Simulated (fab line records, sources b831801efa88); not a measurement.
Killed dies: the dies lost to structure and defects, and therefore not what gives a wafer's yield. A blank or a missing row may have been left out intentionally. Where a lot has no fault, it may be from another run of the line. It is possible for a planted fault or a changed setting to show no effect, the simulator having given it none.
Matching of chambers / flow gf180mcu / 4 sister chambers for GF_V2_CMP_26 on cmp-02
The step polishes, stops on SiO2, t overpolish 15 s, target thk 0 nm. 20 wafers are shown with their chamber, then 10 later ones without.

## WAFERS PAIRED WITH THEIR CHAMBERS
wafer=L075.3; chamber=2; motor current A (A)=12.4; overpolish run s (s)=15.000; head pressure psi (psi)=3.493
wafer=L075.4; chamber=0; motor current A (A)=11.2; overpolish run s (s)=14.997; head pressure psi (psi)=3.502
wafer=L075.5; chamber=3; motor current A (A)=11.4; overpolish run s (s)=14.996; head pressure psi (psi)=3.515
wafer=L076.3; chamber=3; motor current A (A)=11.6; overpolish run s (s)=14.998; head pressure psi (psi)=3.500
wafer=L076.4; chamber=0; motor current A (A)=11.4; overpolish run s (s)=15.009; head pressure psi (psi)=3.496
wafer=L076.5; chamber=1; motor current A (A)=12.3; overpolish run s (s)=14.981; head pressure psi (psi)=3.503
wafer=L078.2; chamber=2; motor current A (A)=11.8; overpolish run s (s)=15.013; head pressure psi (psi)=3.512
wafer=L078.3; chamber=0; motor current A (A)=12.0; overpolish run s (s)=14.998; head pressure psi (psi)=3.490
wafer=L078.6; chamber=2; motor current A (A)=12.2; overpolish run s (s)=15.013; head pressure psi (psi)=3.500
wafer=L084.2; chamber=3; motor current A (A)=11.5; overpolish run s (s)=14.993; head pressure psi (psi)=3.503
wafer=L084.3; chamber=1; motor current A (A)=12.7; overpolish run s (s)=15.001; head pressure psi (psi)=3.496
wafer=L084.5; chamber=0; motor current A (A)=11.7; overpolish run s (s)=15.001; head pressure psi (psi)=3.505
wafer=L088.1; chamber=0; motor current A (A)=12.1; overpolish run s (s)=15.004; head pressure psi (psi)=3.502
wafer=L088.2; chamber=1; motor current A (A)=12.4; overpolish run s (s)=15.001; head pressure psi (psi)=3.501
wafer=L088.5; chamber=1; motor current A (A)=12.7; overpolish run s (s)=15.017; head pressure psi (psi)=3.502
wafer=L089.1; chamber=0; motor current A (A)=11.6; overpolish run s (s)=15.023; head pressure psi (psi)=3.500
wafer=L089.4; chamber=2; motor current A (A)=12.1; overpolish run s (s)=14.999; head pressure psi (psi)=3.507
wafer=L089.6; chamber=1; motor current A (A)=12.4; overpolish run s (s)=14.983; head pressure psi (psi)=3.498
wafer=L091.2; chamber=1; motor current A (A)=12.1; overpolish run s (s)=15.006; head pressure psi (psi)=3.491
wafer=L091.3; chamber=0; motor current A (A)=11.8; overpolish run s (s)=14.997; head pressure psi (psi)=3.495

SIGNATURES (means of the wafers above)
reading=motor current A; chamber 0=11.686; chamber 1=12.433; chamber 2=12.125; chamber 3=11.500; scatter within a chamber=0.261
reading=overpolish run s; chamber 0=15.00414; chamber 1=14.99817; chamber 2=15.00625; chamber 3=14.99567; scatter within a chamber=0.0103
reading=head pressure psi; chamber 0=3.49857; chamber 1=3.49850; chamber 2=3.50300; chamber 3=3.50600; scatter within a chamber=0.00609
Rule: a wafer lies at a distance from a chamber equal to the root of the sum of squares, over the readings, of (its reading less the chamber's mean, divided by the reading's scatter). If the next closest chamber is less than 2 further off than the closest, the wafer can't be placed; otherwise it belongs to the closest. How the scatter is found: for the shown wafers, subtract from each reading the mean of its chamber, square and add these, divide the total by (wafers less chambers), then take the root.

## WAFERS WITH NO CHAMBER GIVEN
wafer=L091.6; motor current A (A)=11.0; overpolish run s (s)=15.001; head pressure psi (psi)=3.504
wafer=L092.1; motor current A (A)=11.9; overpolish run s (s)=14.994; head pressure psi (psi)=3.495
wafer=L092.3; motor current A (A)=12.3; overpolish run s (s)=15.011; head pressure psi (psi)=3.490
wafer=L092.4; motor current A (A)=12.8; overpolish run s (s)=15.012; head pressure psi (psi)=3.502
wafer=L093.1; motor current A (A)=10.6; overpolish run s (s)=15.008; head pressure psi (psi)=3.506
wafer=L093.3; motor current A (A)=11.6; overpolish run s (s)=15.009; head pressure psi (psi)=3.490
wafer=L093.5; motor current A (A)=11.2; overpolish run s (s)=14.993; head pressure psi (psi)=3.498
wafer=L097.3; motor current A (A)=11.6; overpolish run s (s)=14.985; head pressure psi (psi)=3.507
wafer=L097.5; motor current A (A)=11.5; overpolish run s (s)=15.004; head pressure psi (psi)=3.513
wafer=L097.6; motor current A (A)=11.4; overpolish run s (s)=15.009; head pressure psi (psi)=3.502

## CHAMBER TAKEN BY EACH
wafer=L091.6; from the rows above=can't be placed: 3 or 0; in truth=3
wafer=L092.1; from the rows above=can't be placed: 0 or 2 or 1 or 3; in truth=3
wafer=L092.3; from the rows above=can't be placed: 1 or 2 or 0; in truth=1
wafer=L092.4; from the rows above=can't be placed: 1 or 2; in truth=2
wafer=L093.1; from the rows above=can't be placed: 3 or 0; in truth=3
wafer=L093.3; from the rows above=can't be placed: 0 or 2 or 3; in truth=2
wafer=L093.5; from the rows above=can't be placed: 3 or 0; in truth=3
wafer=L097.3; from the rows above=can't be placed: 3 or 0 or 2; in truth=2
wafer=L097.5; from the rows above=can't be placed: 3 or 0 or 2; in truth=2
wafer=L097.6; from the rows above=can't be placed: 0 or 3 or 2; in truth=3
Correct placement for 0 of the 10. Not placeable from these rows: 10 (in 10, the candidates include the true chamber). Placed wrongly: 0.
